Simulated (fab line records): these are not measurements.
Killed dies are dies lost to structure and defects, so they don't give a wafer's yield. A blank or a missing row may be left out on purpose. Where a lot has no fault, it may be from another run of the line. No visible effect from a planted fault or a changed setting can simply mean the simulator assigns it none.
A lot that was struck, set against a sound lot || flow gf180mcu || 32 out of 602 route steps
Sound: the wafers L885.1, L885.3, L885.5. Struck: wafer L882.1 (left out: L882.4, a lot-mate that was not struck); the cause follows at the end.
Each step with rows lists, per side, the tool, then ch with its chambers, then its first start. Under that, the readings that differ: sound wafers || struck wafers || difference of the means || sigmas: that difference in standard deviations of wafers without a fault.
alike: same words and numbers on both sides, and readings whose means sit less than 2 such deviations apart. not compared: any withheld reading, any reading some wafer has no value for, any bound like >300 that may hide the same value, and any number with overlapping values for which the record gives no deviation.
Wherever a step has rows on one side only, a row that says differs or no value, or a row with sigmas, the two part there. Numbers that have no deviation but don't overlap get no sigmas and don't part them. A reading that every wafer of one side lacks parts them only if that side has two wafers or more.

GF_HV_LDD_THK_MEAS_57:
  sound on filmMetro-04 at day 19 23:27; struck on filmMetro-01 at day 19 09:59
  alike: HV_LDD_CVD_56_THK
GF_HV_LDD_ETCHBACK_58: etches Si3N4 in CH3F/O2, stops on SiO2, time 100 s, target depth 90 nm.
  sound on rieDiel-02 ch 0,2,3, day 19 23:31; struck on rieDiel-04 ch 2, day 19 10:02
  alike: drypumpMotorCurrentA, oesProductAu, throttleValvePct
  not compared: rfHoursCounterH
then, 7 steps without rows for these wafers: GF_NSD_DEHYDRATE_00 (time 60 s); GF_NSD_HMDS_01 (prime time 60 s); GF_NSD_COAT_02 (resist thk 1000 nm); GF_NSD_SOFTBAKE_03 (time 60 s); GF_NSD_EXPOSE_04 (exposes mask Nplus, target cd 400 nm); GF_NSD_PEB_05; GF_NSD_DEVELOP_06 (develop time 60 s).
GF_NSD_CD_MEAS_07 targets a cd of 400 nm.
  sound on cdSem-02 at day 20 23:50; struck on cdSem-02 at day 20 09:46
  alike: cdNm
GF_NSD_OVL_MEAS_08:
  sound on overlay-01 at day 20 23:57; struck on overlay-01 at day 20 09:53
  alike: NSD_OVL
following that, these wafers have no rows for 1 step: GF_NSD_IMPLANT_09.
GF_NSD_IMPLANT_10:
  sound on implanter-02 ch 0, day 21 00:08; struck on implanter-04 ch 0, day 20 10:04
{"reading": "beamOnS (s)", "sound": "10.08 9.72 10.18", "struck": 8.34, "difference": -1.65, "sigmas": -8}
{"reading": "faradayCurrentUA", "sound": "2771 2859 2731", "struck": 3351, "difference": "+564", "sigmas": "+10"}
  alike: tiltDeg
GF_NSD_STRIP_11: strips in O2/N2.
  sound on plasmaAsher-03 ch 0,1, day 21 00:17; struck on plasmaAsher-02 ch 0, day 20 10:13
{"reading": "stripTimeToEndpointS (s)", "sound": "22.96 22.96 22.96", "struck": 22.84, "difference": -0.12, "sigmas": -3}
  alike: drypumpMotorCurrentA, heaterPowerW, oesProductAu
  not compared: rfHoursCounterH
GF_NSD_TW_MEAS_12:
  sound on filmMetro-01 at day 21 00:23; struck on filmMetro-01 at day 20 10:19
  alike: NSD_TW
then, 7 steps without rows for these wafers: GF_PSD_DEHYDRATE_00 (time 60 s); GF_PSD_HMDS_01 (prime time 60 s); GF_PSD_COAT_02 (resist thk 1000 nm); GF_PSD_SOFTBAKE_03 (time 60 s); GF_PSD_EXPOSE_04 (exposes mask Pplus, target cd 400 nm); GF_PSD_PEB_05; GF_PSD_DEVELOP_06 (develop time 60 s).
GF_PSD_CD_MEAS_07 targets a cd of 400 nm.
  sound on cdSem-01 at day 22 00:13; struck on cdSem-01 at day 21 10:01
  alike: cdNm
GF_PSD_OVL_MEAS_08:
  sound on overlay-02 at day 22 00:20; struck on overlay-02 at day 21 10:08
  alike: PSD_OVL
following that, these wafers have no rows for 1 step: GF_PSD_IMPLANT_09.
GF_PSD_STRIP_10: strips in O2/N2.
  sound on plasmaAsher-04 ch 0,1, day 22 00:31; struck on plasmaAsher-02 ch 0, day 21 10:19
{"reading": "drypumpMotorCurrentA (A)", "sound": "6.2 6.2 5.9", "struck": 5.1, "difference": -1.0, "sigmas": -2}
  alike: heaterPowerW, oesProductAu, stripTimeToEndpointS
  not compared: rfHoursCounterH
GF_PSD_TW_MEAS_11:
  sound on filmMetro-03 at day 22 00:37; struck on filmMetro-03 at day 21 10:25
  alike: PSD_TW
then, 1 step without rows for these wafers: GF_PSD_CLEAN_12 (cleans in SC1/SC2, time 150 s).
GF_PSD_RTA_13: time 20 s.
  sound on rtpAnneal-01 ch 0, day 22 00:44; struck on rtpAnneal-01 ch 0, day 21 10:32
  alike: lampPowerPct, wafer_temp_C_max
GF_PSD_RS_MEAS_14: uses a four-point probe to measure.
  sound on filmMetro-03 at day 22 00:49; struck on filmMetro-02 at day 21 10:37
{"reading": "NSD_RS (ohm/sq)", "sound": "46.30 46.35 46.32", "struck": 47.03, "difference": "+0.71", "sigmas": "+8"}
GF_PSD_RS_MEAS_15: uses a four-point probe to measure.
  sound on filmMetro-03 at day 22 00:56; struck on filmMetro-02 at day 21 10:44
  alike: PSD_RS
-- the record jumps here: 13 days lie between the struck wafers' starts before and after (it left off in module PSD and takes up again in module PASSIVATION, whose first step shown is number 602 of the route) --
GF_PASSIVATION_PROBE_99:
  sound on prober-01 at day 34 20:30; struck on prober-01 at day 34 10:27
{"reading": "model.etest.nplusU.rsOhmSq", "sound": "59.68 59.53 59.73", "struck": 60.97, "difference": "+1.32", "sigmas": ""}

## WHERE THEY PART
Earliest at GF_NSD_IMPLANT_10; latest, in this record, at GF_PSD_RS_MEAS_14. Later steps at which nothing parts them and some readings are alike: GF_PSD_RS_MEAS_15.

WHY: whatever the simulator had introduced
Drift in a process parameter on implanter-04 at GF_NSD_IMPLANT_10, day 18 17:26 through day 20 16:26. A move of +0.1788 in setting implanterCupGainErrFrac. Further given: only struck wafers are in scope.
